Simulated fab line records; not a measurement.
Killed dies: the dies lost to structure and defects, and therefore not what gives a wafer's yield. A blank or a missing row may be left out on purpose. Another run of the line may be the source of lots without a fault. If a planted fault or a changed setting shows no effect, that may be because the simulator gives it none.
Which of the tools did it? -- flow sky130 -- 12 lots, 36 wafers sampled, at 1 step of a route of 708

WHAT THE GAUGES SHOWED, per wafer
SKY_DNWELL_TW_MEAS_09. Usual: DNWELL_TW typically reads 1120, with standard deviation 7.1.
lot,measured,on,DNWELL_TW,flag
L281,day 3 12:26,film metro-04,1123 1123 1124,
L282,day 3 18:52,film metro-04,1123 1127 1123,
L284,day 4 02:46,film metro-04,1126 1119 1122,
L285,day 4 09:50,film metro-04,1125 1121 1121,
L286,day 4 14:52,film metro-03,1108 1102 1112,
L289,day 5 04:05,film metro-04,1122 1114 1122,
L291,day 5 20:20,film metro-03,1118 1117 1122,
L294,day 6 07:29,film metro-03,1115 1119 1117,
L296,day 6 19:11,film metro-04,1114 1113 1121,
L297,day 6 21:55,film metro-03,1114 1114 1110,
L300,day 7 16:40,film metro-02,1129 1132 1128,
L303,day 8 07:37,film metro-03,1120 1118 1126,

TOOL THAT RAN EACH LOT (tool first, then ch and the chambers of the sampled wafers, then the start)
Record: no process step prior to these readings.

WHAT THE TOOLS THEMSELVES READ (means of the sampled wafers that have a number; where no wafer has one, the mark that the record gives instead)
The record holds no such reading with a usual standard deviation.

THE ANSWER, worked out from the rows above alone
Rule: a lot is off if the mean of its wafers that have a number lies more than 3 standard deviations from the usual mean. Also off: a lot with no number at a reading for which 4 or more lots have one. Any other lot the step has rows for is counted as sound. After the gauges, taken in route order, come the tools' own readings; for these a lot's mean is taken, as printed above. The first step at which some lot is off is used, and at that step the reading that is off furthest; a lot without a number counts as furthest.
No lot is off at any reading shown: from this, nothing can be told.

WHAT WAS PUT IN BY THE SIMULATOR
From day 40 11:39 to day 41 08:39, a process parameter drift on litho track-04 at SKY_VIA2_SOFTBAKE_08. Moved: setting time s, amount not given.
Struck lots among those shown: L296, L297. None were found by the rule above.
